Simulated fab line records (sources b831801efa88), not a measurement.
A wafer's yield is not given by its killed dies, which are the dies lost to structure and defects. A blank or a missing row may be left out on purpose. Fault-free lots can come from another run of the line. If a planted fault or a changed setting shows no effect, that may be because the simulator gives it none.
fab line records	flow sky130
[record] lots = 6	wafers = 18	lastDay = 50
route steps=708 shown LDD_HVN@274 LDD_HVP@278 LDD_LDN@289 PAD_OPEN@708
lots that met no fault: from a run of the same line without faults
startH: hours from the record's opening day to when the first of the lot's shown wafers began	waitH: how many hours have passed since the lot's step before this one	" same as the row above	L1.1+2: a single row standing in for several wafers	- no value, or no start was given	* or withheld: withheld	< > ~ a bound
route shown NAME@n: names a module that has steps shown in the file, with the first one's number in the route	usual: mean/standard deviation of fault-free wafers	same: alike in all rows	chamber/n: place in a boat	sites: per-site readings	_std_site: standard deviation across them	_edge_site: the outer-site mean with the inner-site mean subtracted	radiusMm: for every site, how far away it sits from the centre of the wafer	mask NAME#n: copy n	behind: tool/chamber where the wafer was last shaped	hold: reason for holding the lot/hours on hold/outcome of the hold	device: the n, p or np transistor that did not switch	end of line: the tests these same wafers got at the end of their route	step lacking rows: just its recipe	killed: the dies lost at the first sort to structure and to defects; this is not the yield of the wafer	map: a wafer's dies, marking killed ones x, the rest . and places with no die _
set.NAME: the setting as run; set.NAME@STEP: as run at that earlier step	model.NAME: the simulator's own value behind a step, which no gauge read
lots at some steps of the route; a table a step, a row a wafer
services: the hour from which a tool's chamber was out of use, counted from the record's first day as startH (under 0 if before that day), plus the number of hours and why
[[steps]]
[step SKY_LDD_HVN_OVL_MEAS_07]
[usual] LDD_HVN_OVL = -1.5/1.4
lot.wafer	tool	chamber	startH	waitH	LDD_HVN_OVL[nm]
L739.2	overlay-01	-	526.44	0.1	0.4
L739.4	"	-	"	"	0.7
L739.6	"	-	"	"	1.7
L742.2	overlay-01	-	540.98	0.1	-2.4
L742.4	"	-	"	"	-1.8
L742.5	"	-	"	"	-2.0
L744.2	overlay-02	-	557.69	0.1	0.9
L744.3	"	-	"	"	-1.6
L744.4	"	-	"	"	-0.7
L750.2	overlay-01	-	609.07	0.1	-0.3
L750.3	"	-	"	"	1.9
L750.5	"	-	"	"	1.0
L754.2	overlay-01	-	637.91	0.1	-1.0
L754.3	"	-	"	"	-0.3
L754.6	"	-	"	"	-0.6
L757.1	overlay-02	-	663.81	0.1	-1.7
L757.2	"	-	"	"	-1.6
L757.3	"	-	"	"	-3.2
[step SKY_LDD_HVN_IMPLANT_08]
[recipe] species = P	energyKev = 60	doseCm2 = 3e+13	tiltDeg = 40
[step SKY_LDD_HVN_STRIP_09]
[recipe] chemistry = O2/N2	powerW = 1400	pressureMtorr = 1500	platenTempC = withheld	o2FlowSccm = 3000	n2FlowSccm = 300	overashFraction = 0.5
[usual] drypumpMotorCurrentA = 6.0/0.42	o2FlowSccm = 2999/9.1	oesProductAu = 0.409/0.0044	stripTimeToEndpointS = 4.144/0.014
lot.wafer	tool	chamber	startH	waitH	drypumpMotorCurrentA	o2FlowSccm	oesProductAu	rfHoursCounterH	stripTimeToEndpointS
L739.2	plasmaAsher-04	1	526.62	0.1	5.8	3003	0.410	71	4.113
L739.4	"	1	"	"	5.8	2997	0.405	-	4.122
L739.6	"	1	"	"	5.8	3010	0.417	-	4.131
L742.2	plasmaAsher-04	0	541.16	0.1	6.4	2975	0.409	73	4.152
L742.4	"	1	"	"	5.8	2999	0.416	-	4.127
L742.5	"	0	"	"	6.4	3003	0.411	-	4.127
L744.2	plasmaAsher-01	1	557.87	0.1	6.4	3000	0.409	12	4.157
L744.3	"	1	"	"	6.4	2994	0.412	-	4.169
L744.4	"	0	"	"	6.7	3002	0.407	-	4.159
L750.2	plasmaAsher-02	1	609.25	0.1	5.4	3001	0.409	44	4.164
L750.3	"	0	"	"	6.0	2999	0.412	-	4.190
L750.5	"	1	"	"	5.4	3011	0.414	-	4.158
L754.2	plasmaAsher-04	0	638.09	0.1	6.4	3005	0.417	82	4.144
L754.3	"	0	"	"	6.4	3006	0.401	-	4.137
L754.6	"	1	"	"	5.8	3004	0.405	-	4.167
L757.1	plasmaAsher-02	1	663.99	0.1	5.4	3008	0.414	48	4.152
L757.2	"	0	"	"	6.0	3003	0.400	48	4.135
L757.3	"	1	"	"	5.4	3003	0.409	-	4.158
[step SKY_LDD_HVN_TW_MEAS_10]
[usual] LDD_HVN_TW = 1447/10
lot.wafer	tool	chamber	startH	waitH	LDD_HVN_TW
L739.2	filmMetro-04	-	526.73	0.1	1446
L739.4	"	-	"	"	1442
L739.6	"	-	"	"	1452
L742.2	filmMetro-02	-	541.27	0.1	1462
L742.4	"	-	"	"	1451
L742.5	"	-	"	"	1454
L744.2	filmMetro-04	-	557.98	0.1	1462
L744.3	"	-	"	"	1461
L744.4	"	-	"	"	1461
L750.2	filmMetro-04	-	609.36	0.1	1450
L750.3	"	-	"	"	1455
L750.5	"	-	"	"	1448
L754.2	filmMetro-04	-	638.20	0.1	1450
L754.3	"	-	"	"	1445
L754.6	"	-	"	"	1451
L757.1	filmMetro-02	-	664.09	0.1	1441
L757.2	"	-	"	"	1446
L757.3	"	-	"	"	1442
[step SKY_LDD_HVP_DEHYDRATE_00]
[recipe] tempC = 200	timeS = 60
[step SKY_LDD_HVP_HMDS_01]
[recipe] primeTimeS = 60	primeTempC = 120
[step SKY_LDD_HVP_COAT_02]
[recipe] resist = NOVOLAK	spinRpm = 3000	resistThkNm = 300
[step SKY_LDD_HVP_SOFTBAKE_03]
[recipe] tempC = 90	timeS = 60	resist = NOVOLAK
[step SKY_LDD_HVP_EXPOSE_04]
[recipe] maskId = HVPTM	na = 0.6	sourceShape = conventional	sigmaOuter = 0.6	polarization = unpolarized	targetCdNm = 700	doseMj = 86
[step SKY_LDD_HVP_PEB_05]
[recipe] tempC = withheld	timeS = *	resist = NOVOLAK
[step SKY_LDD_HVP_DEVELOP_06]
[recipe] resist = NOVOLAK	developer = TMAH	developTimeS = 57.28	devTempC = 23
[step SKY_LDD_HVP_OVL_MEAS_07]
[usual] LDD_HVP_OVL = -0.1/1.4
lot.wafer	tool	chamber	startH	waitH	LDD_HVP_OVL[nm]
L739.2	overlay-01	-	556.59	0.1	-0.6
L739.4	"	-	"	"	2.5
L739.6	"	-	"	"	-0.2
L742.2	overlay-02	-	570.91	0.1	-0.5
L742.4	"	-	"	"	-1.4
L742.5	"	-	"	"	1.0
L744.2	overlay-02	-	587.67	0.1	0.7
L744.3	"	-	"	"	0.9
L744.4	"	-	"	"	-2.4
L750.2	overlay-01	-	639.11	0.1	-1.7
L750.3	"	-	"	"	-1.4
L750.5	"	-	"	"	0.9
L754.2	overlay-02	-	666.77	0.1	-1.2
L754.3	"	-	"	"	-0.8
L754.6	"	-	"	"	-2.4
L757.1	overlay-01	-	692.48	0.1	1.3
L757.2	"	-	"	"	0.6
L757.3	"	-	"	"	0.1
[step SKY_LDD_HVP_IMPLANT_08]
[recipe] species = B	energyKev = 20	doseCm2 = 1.7e+13	tiltDeg = 17.9
[usual] beamEnergyKeV = 19.999/0.006	beamOnS = 10.03/0.19	endStationPressureTorr = 5.04e-06/2.5e-07	faradayCurrentUA = 95.6/1.8
lot.wafer	tool	chamber	startH	waitH	beamEnergyKeV	beamOnS	endStationPressureTorr	faradayCurrentUA
L739.2	implanter-03	0	556.65	0.0	20.002	11.87	5.27e-06	81.1
L739.4	"	0	"	"	20.001	11.87	5.42e-06	81.0
L739.6	"	0	"	"	19.995	11.90	5.12e-06	80.5
L742.2	implanter-03	0	570.96	0.0	19.999	11.99	5.03e-06	80.1
L742.4	"	0	"	"	19.993	11.83	5.07e-06	81.2
L742.5	"	0	"	"	20.009	12.07	5.54e-06	79.1
L744.2	implanter-01	0	587.73	0.0	20.004	9.97	4.99e-06	95.9
L744.3	"	0	"	"	20.000	10.00	4.93e-06	95.2
L744.4	"	0	"	"	20.002	10.13	5.22e-06	94.2
L750.2	implanter-03	0	639.16	0.0	20.004	9.69	5.16e-06	98.6
L750.3	"	0	"	"	20.005	10.30	5.13e-06	93.3
L750.5	"	0	"	"	19.992	10.07	4.82e-06	95.0
L754.2	implanter-03	0	666.83	0.0	19.997	9.89	4.84e-06	96.9
L754.3	"	0	"	"	19.995	10.14	5.36e-06	94.6
L754.6	"	0	"	"	20.003	10.03	5.29e-06	95.8
L757.1	implanter-01	0	692.52	0.0	19.989	10.26	5.04e-06	93.5
L757.2	"	0	"	"	19.994	9.90	5.35e-06	96.7
L757.3	"	0	"	"	19.993	10.42	4.97e-06	91.8
[step SKY_LDD_HVP_STRIP_09]
[recipe] chemistry = O2/N2	powerW = 1400	pressureMtorr = 1500	platenTempC = withheld	o2FlowSccm = 3000	n2FlowSccm = 300	overashFraction = 0.5
[usual] drypumpMotorCurrentA = 6.2/0.38	o2FlowSccm = 3001/9.2	oesProductAu = 0.409/0.0043	stripTimeToEndpointS = 4.145/0.015
lot.wafer	tool	chamber	startH	waitH	drypumpMotorCurrentA	o2FlowSccm	oesProductAu	rfHoursCounterH	stripTimeToEndpointS
L739.2	plasmaAsher-03	0	556.77	0.1	5.7	3001	0.409	86	4.140
L739.4	"	1	"	"	6.4	2999	0.405	-	4.147
L739.6	"	0	"	"	5.6	2998	0.404	-	4.154
L742.2	plasmaAsher-04	0	571.09	0.1	6.3	3001	0.412	75	4.137
L742.4	"	1	"	"	5.8	3017	0.413	-	4.131
L742.5	"	1	"	"	5.7	3019	0.406	-	4.133
L744.2	plasmaAsher-01	0	587.85	0.1	6.7	2985	0.408	15	4.123
L744.3	"	0	"	"	6.7	3007	0.408	-	4.150
L744.4	"	1	"	"	6.4	3004	0.411	-	4.139
L750.2	plasmaAsher-03	1	639.29	0.1	6.4	3004	0.408	94	4.129
L750.3	"	1	"	"	6.4	3006	0.413	-	4.126
L750.5	"	0	"	"	5.6	3008	0.400	-	4.138
L754.2	plasmaAsher-03	0	666.95	0.1	5.7	2992	0.411	97	4.139
L754.3	"	0	"	"	5.7	2987	0.415	-	4.147
L754.6	"	0	"	"	5.7	2994	0.414	-	4.148
L757.1	plasmaAsher-01	0	692.67	0.1	6.7	3001	0.407	27	4.112
L757.2	"	1	"	"	6.4	2990	0.407	27	4.129
L757.3	"	0	"	"	6.7	2997	0.409	-	4.130
[step SKY_LDD_HVP_TW_MEAS_10]
[usual] LDD_HVP_TW = 458.5/2.5
lot.wafer	tool	chamber	startH	waitH	LDD_HVP_TW
L739.2	filmMetro-03	-	556.88	0.1	477.4
L739.4	"	-	"	"	479.5
L739.6	"	-	"	"	479.7
L742.2	filmMetro-04	-	571.20	0.1	485.7
L742.4	"	-	"	"	487.0
L742.5	"	-	"	"	483.3
L744.2	filmMetro-04	-	587.96	0.1	456.6
L744.3	"	-	"	"	457.5
L744.4	"	-	"	"	458.3
L750.2	filmMetro-02	-	639.40	0.1	462.1
L750.3	"	-	"	"	459.4
L750.5	"	-	"	"	463.7
L754.2	filmMetro-02	-	667.06	0.1	459.2
L754.3	"	-	"	"	461.4
L754.6	"	-	"	"	461.0
L757.1	filmMetro-03	-	692.77	0.1	459.1
L757.2	"	-	"	"	457.8
L757.3	"	-	"	"	456.6
[step SKY_LDD_LDN_DEHYDRATE_00]
[recipe] tempC = 200	timeS = 60
[step SKY_PAD_OPEN_PROBE_99]
[usual] killed_at_M0_to_M3 = 44/6.8	killed_at_M4_up = 2.9/1.7	killedAtContacts = 24/5.2	killedAtFrontEnd = 15/4	killedAtOther = 0.2/0.44	killedDies = 86/9.9	killedOpen = 47/7.9	killedShort = 39/6.3
[same] grossDies = 492	killedAtBackSide = 0
lot.wafer	tool	chamber	startH	waitH	killed_at_M0_to_M3	killed_at_M4_up	killedAtContacts	killedAtFrontEnd	killedAtOther	killedDies	killedOpen	killedShort	model.etest.tip_p_5v.rsOhmSq
L739.2	prober-02	-	1118.83	0.1	49	2	27	16	1	95	51	44	2543
L739.4	prober-02	-	1118.93	0.2	49	2	29	14	0	94	57	37	2534
L739.6	prober-02	-	1119.03	0.2	45	1	31	11	0	88	53	35	2537
L742.2	prober-01	-	1127.60	0.1	45	2	22	9	2	80	42	38	2558
L742.4	prober-01	-	1127.70	0.2	40	1	17	15	2	75	41	34	2582
L742.5	prober-01	-	1127.75	0.2	38	3	15	16	0	72	39	33	2582
L744.2	prober-01	-	1140.74	0.1	47	5	23	8	0	83	32	51	2858
L744.3	prober-01	-	1140.79	0.2	44	2	31	11	0	88	46	42	2841
L744.4	prober-01	-	1140.84	0.2	53	5	29	17	0	104	65	39	2836
L750.2	prober-01	-	1173.58	0.1	40	4	29	14	1	88	43	45	2842
L750.3	prober-01	-	1173.63	0.2	47	4	17	13	0	81	37	43	2865
L750.5	prober-01	-	1173.73	0.2	48	2	14	16	0	80	46	34	2844
L754.2	prober-01	-	1190.35	0.1	51	1	19	20	0	91	50	41	2859
L754.3	prober-01	-	1190.40	0.2	41	3	22	15	0	81	43	38	2854
L754.6	prober-01	-	1190.55	0.2	46	2	25	22	1	96	49	47	2848
L757.1	prober-02	-	1202.69	0.1	50	5	27	18	1	101	59	42	2901
L757.2	prober-02	-	1202.74	0.1	43	3	20	17	0	83	52	31	2872
L757.3	prober-02	-	1202.79	0.2	43	2	26	17	0	88	56	32	2881
// killed by level:class
L739.2 LI_CONTACT:geometricParticle:open=10 METAL2:geometricParticle:short=10 VIA3:geometricParticle:open=8 VIA2:geometricParticle:open=7 VIA1:geometricParticle:open=7 CONTACT:geometricParticle:open=6 FIELD_ISO:geometricParticle:open=5 METAL3:geometricParticle:short=5
L739.4 VIA1:geometricParticle:open=15 FIELD_ISO:geometricParticle:open=8 LI_CONTACT:geometricParticle:open=8 LOCAL_INTERCONNECT:geometricParticle:short=7 CONTACT:geometricParticle:open=7 VIA2:geometricParticle:open=7 FIELD_ISO:geometricParticle:short=5 METAL1:geometricParticle:short=5
L739.6 VIA1:geometricParticle:open=15 CONTACT:geometricParticle:open=13 LI_CONTACT:geometricParticle:open=7 LOCAL_INTERCONNECT:geometricParticle:short=6 METAL2:geometricParticle:short=6 VIA1:geometricParticle:short=5 VIA3:geometricParticle:open=4 FIELD_ISO:geometricParticle:open=3
L742.2 VIA1:geometricParticle:open=8 VIA2:geometricParticle:open=8 VIA3:geometricParticle:open=8 CONTACT:geometricParticle:open=7 LOCAL_INTERCONNECT:geometricParticle:short=6 CONTACT:geometricParticle:short=4 METAL1:geometricParticle:short=4 VIA1:geometricParticle:short=4
L742.4 VIA1:geometricParticle:open=11 FIELD_ISO:geometricParticle:open=6 LI_CONTACT:geometricParticle:open=6 VIA1:geometricParticle:short=5 VIA2:geometricParticle:open=5 VIA3:geometricParticle:short=5 CONTACT:geometricParticle:short=4 VIA3:geometricParticle:open=4
L742.5 VIA3:geometricParticle:open=10 CONTACT:geometricParticle:open=7 METAL2:geometricParticle:short=6 VIA1:geometricParticle:open=5 POLY_GATE:geometricParticle:open=4 SPACER:geometricParticle:short=4 CONTACT:geometricParticle:short=3 LOCAL_INTERCONNECT:geometricParticle:open=3
L744.2 CONTACT:geometricParticle:short=11 METAL2:geometricParticle:short=10 VIA1:geometricParticle:open=6 VIA3:geometricParticle:open=6 LI_CONTACT:geometricParticle:open=5 VIA2:geometricParticle:open=5 METAL3:geometricParticle:short=5 METAL4:geometricParticle:short=5
L744.3 CONTACT:geometricParticle:open=13 VIA1:geometricParticle:open=12 CONTACT:geometricParticle:short=8 VIA3:geometricParticle:open=6 METAL2:geometricParticle:short=6 LI_CONTACT:geometricParticle:open=5 FIELD_ISO:geometricParticle:open=4 LOCAL_INTERCONNECT:geometricParticle:short=4
L744.4 CONTACT:geometricParticle:open=13 VIA3:geometricParticle:open=12 VIA1:geometricParticle:open=10 LI_CONTACT:geometricParticle:open=8 VIA2:geometricParticle:open=8 METAL2:geometricParticle:short=6 FIELD_ISO:geometricParticle:short=4 FIELD_ISO:geometricParticle:open=4
L750.2 CONTACT:geometricParticle:open=8 VIA1:geometricParticle:open=7 LI_CONTACT:geometricParticle:open=6 METAL1:geometricParticle:short=6 LI_CONTACT:geometricParticle:short=5 VIA3:geometricParticle:short=5 CONTACT:geometricParticle:short=5 VIA2:geometricParticle:open=5
L750.3 VIA1:geometricParticle:open=12 METAL1:geometricParticle:short=7 VIA2:geometricParticle:open=6 FIELD_ISO:geometricParticle:short=5 LI_CONTACT:geometricParticle:open=5 METAL2:geometricParticle:short=5 LOCAL_INTERCONNECT:geometricParticle:short=4 CONTACT:geometricParticle:short=4
L750.5 VIA1:geometricParticle:open=19 LI_CONTACT:geometricParticle:open=6 VIA2:geometricParticle:open=6 POLY_GATE:geometricParticle:open=5 POLY_GATE:geometricParticle:short=5 METAL2:geometricParticle:short=5 METAL1:geometricParticle:short=5 LOCAL_INTERCONNECT:geometricParticle:short=4
L754.2 VIA1:geometricParticle:open=13 FIELD_ISO:geometricParticle:open=8 VIA2:geometricParticle:open=8 LI_CONTACT:geometricParticle:open=7 VIA3:geometricParticle:short=7 CONTACT:geometricParticle:open=7 POLY_GATE:geometricParticle:short=6 VIA1:geometricParticle:short=5
L754.3 VIA3:geometricParticle:open=10 LI_CONTACT:geometricParticle:open=8 VIA3:geometricParticle:short=7 VIA1:geometricParticle:open=6 POLY_GATE:geometricParticle:short=5 POLY_GATE:geometricParticle:open=5 CONTACT:geometricParticle:open=5 VIA1:geometricParticle:short=5
L754.6 CONTACT:geometricParticle:open=10 VIA3:geometricParticle:open=9 POLY_GATE:geometricParticle:open=7 VIA2:geometricParticle:short=7 FIELD_ISO:geometricParticle:short=6 METAL1:geometricParticle:short=6 VIA1:geometricParticle:open=6 VIA2:geometricParticle:open=6
L757.1 VIA1:geometricParticle:open=14 CONTACT:geometricParticle:open=11 LI_CONTACT:geometricParticle:open=8 FIELD_ISO:geometricParticle:open=6 VIA3:geometricParticle:open=6 VIA3:geometricParticle:short=5 VIA1:geometricParticle:short=5 VIA2:geometricParticle:open=5
L757.2 VIA1:geometricParticle:open=11 CONTACT:geometricParticle:open=7 VIA1:geometricParticle:short=7 METAL1:geometricParticle:open=6 VIA2:geometricParticle:open=6 FIELD_ISO:geometricParticle:open=4 LI_CONTACT:geometricParticle:open=4 CONTACT:geometricParticle:short=4
L757.3 VIA1:geometricParticle:open=11 CONTACT:geometricParticle:open=9 VIA3:geometricParticle:open=8 POLY_GATE:geometricParticle:open=7 LOCAL_INTERCONNECT:geometricParticle:short=7 LI_CONTACT:geometricParticle:open=5 METAL1:geometricParticle:short=5 VIA2:geometricParticle:open=4
[[services]]
tool	chamber	startH	hours	kind
plasmaAsher-02	-	529.83	2.2	repair
plasmaAsher-04	-	553.02	4.3	pm
implanter-03	-	588.58	8.1	pm
implanter-01	-	593.28	2.6	repair
plasmaAsher-02	-	626.74	6.2	repair
plasmaAsher-03	-	641.31	2.7	repair
plasmaAsher-02	-	646.68	10.2	repair
implanter-03	-	676.51	2.3	repair
implanter-03	-	680.54	16.4	pm
[[key]]
[firstSign] step = SKY_LDD_HVP_IMPLANT_08	reading = beamOnS	direction = up	sigmas = 9.8	usual = 10.03	struck = 11.92
[effect] step = SKY_LDD_HVP_IMPLANT_08	reading = faradayCurrentUA	direction = down	sigmas = 8.2	usual = 95.6	struck = 80.5
[effect] step = SKY_LDD_HVP_TW_MEAS_10	reading = LDD_HVP_TW	direction = up	sigmas = 9.3	usual = 458.5	struck = 482.1
[modelEffect] step = SKY_PAD_OPEN_PROBE_99	value = etest.tip_p_5v.rsOhmSq	without = 2876	struck = 2556
metAt SKY_LDD_HVP_IMPLANT_08
struckWafers L739.2,L739.4,L739.6,L742.2,L742.4,L742.5
testerLeftOut L739,L742
[fault] kind = processParameterDrift	tool = implanter-03	chamber = -	onsetH = 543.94	steps = SKY_LDD_HVP_IMPLANT_08	channel = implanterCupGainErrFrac	offset = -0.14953	shape = step	endH = 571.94
// testerLeftOut: of these lots the tester's yield and bins aren't shown, on N5 and GAA mostly nor the transistor test; their killed dies are dies lost to structure and defects alone, not to doping, threshold or leakage, so they don't give the yield
